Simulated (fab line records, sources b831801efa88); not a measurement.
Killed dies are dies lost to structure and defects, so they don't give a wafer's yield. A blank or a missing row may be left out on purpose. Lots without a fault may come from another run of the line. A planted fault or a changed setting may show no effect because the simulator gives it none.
Problem report in the 8D (eight disciplines) form, filled by code | flow sky130 | the parts of the form that need people (team, actions taken, sign-off) are left out

1. THE PROBLEM
oes_product_au at SKY_VIA2_ETCH_14 reads a mean of 1.018 a.u. on 1 wafer of 1 lot; wafers without a fault read 0.855 a.u. with a standard deviation of 0.0048. That is +34 standard deviations from the usual mean.
The step: etches BARC in N2/H2, stops on SiO2, time 45.9 s, target depth 60 nm.
First seen on wafer L944.3, day 40 13:49, on rie_diel-02. The record holds 39 wafers of 13 lots with a number at this step. Rule for "out", or "out of limits": more than 4 standard deviations from the usual mean. The other wafers with a number count as sound.

2. WHAT IT IS AND WHAT IT IS NOT
question                    | is                           | is not
which readings at this step | oes_product_au, run_length_s | drypump_motor_current_A, n2_flow_sccm, throttle_valve_pct
which lots                  | L944                         | L933, L934, L935, L936, L937, L938, L939, L941, L947, L952, L953, L955
which wafers of those lots  | L944.3                       | L944.5, L944.6
read on which tools         | rie_diel-02                  | rie_diel-01, rie_diel-04
when                        | from day 40 13:49            | up to then (26 sound wafers); but 12 sound wafers of L947, L952, L953, L955 came after

3. SUSPECTS, AND WHAT RULES EACH OUT
Counting: a tool at a process step up to the reading stays a suspect if it ran every lot that is out. Sound lots after the first of them don't rule it out here, since some wafers of a struck lot are sound.
- rie_metal-01 at SKY_METAL2_DESCUM_17 (chemistry O2, time 8 s): kept. It ran the lot that is out, L944 (day 39 12:21); its last sound lot up to then is L937 (day 37 06:02).
- rie_diel-02 at SKY_VIA2_ETCH_14 (etches BARC in N2/H2, stops on SiO2, time 45.9 s, target depth 60 nm): kept. It ran the lot that is out, L944 (day 40 13:49); its last sound lot up to then is L941 (day 39 14:37). Its own readings are out on those wafers: oes_product_au, run_length_s.
- Within rie_diel-02 at SKY_VIA2_ETCH_14: the wafers that are out ran in chamber 2; their sound lot-mates ran in chambers 0, 3.
Left after counting: rie_metal-01 at SKY_METAL2_DESCUM_17, rie_diel-02 at SKY_VIA2_ETCH_14.

4. THE CAUSE (what the simulator had put in)
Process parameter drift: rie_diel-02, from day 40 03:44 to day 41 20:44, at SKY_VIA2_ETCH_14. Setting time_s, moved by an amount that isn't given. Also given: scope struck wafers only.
Counting left 2 suspects, and this tool is among them.

5. THE CHAIN OF EFFECTS, in route order
Each row: a reading whose mean over the struck wafers that have a number lies more than 3 standard deviations from the usual. Only readings for which the record gives a usual standard deviation are gone through. hours: the time from each lot's start at the first step in this table that gives one to its start at this step, as a median over the lots. sigmas: the change in usual standard deviations.
hours | step              | reading                  | usual      | on struck wafers | change | sigmas
0     | SKY_VIA2_ETCH_14  | oes_product_au           | 0.855 a.u. | 1.018            | +0.163 | +34
0     | SKY_VIA2_ETCH_14  | run_length_s             | 74.4 s     | 64.3             | -10.1  | -18
0     | SKY_VIA2_ETCH_15  | oes_product_au           | 0.940 a.u. | 0.851            | -0.089 | -19
0     | SKY_VIA2_STRIP_16 | strip_time_to_endpoint_s | 4.047 s    | 4.147            | +0.100 | +4.8
The process steps in it:
- SKY_VIA2_ETCH_14: etches BARC in N2/H2, stops on SiO2, time 45.9 s, target depth 60 nm.
- SKY_VIA2_ETCH_15: etches SiO2 in C4F8/O2/Ar, stops on TiN, target depth 546 nm, time 84 s.
- SKY_VIA2_STRIP_16: strips in O2/N2.
Later measuring or inspecting steps at which every struck wafer that the step has a row for has a number for every such reading, and none has moved that far: SKY_VIA2_THK_MEAS_23.

6. WHAT WOULD HAVE CAUGHT IT SOONER
In this record the first reading out of limits was taken at day 40 13:49, 10 hours after the fault began at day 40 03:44.
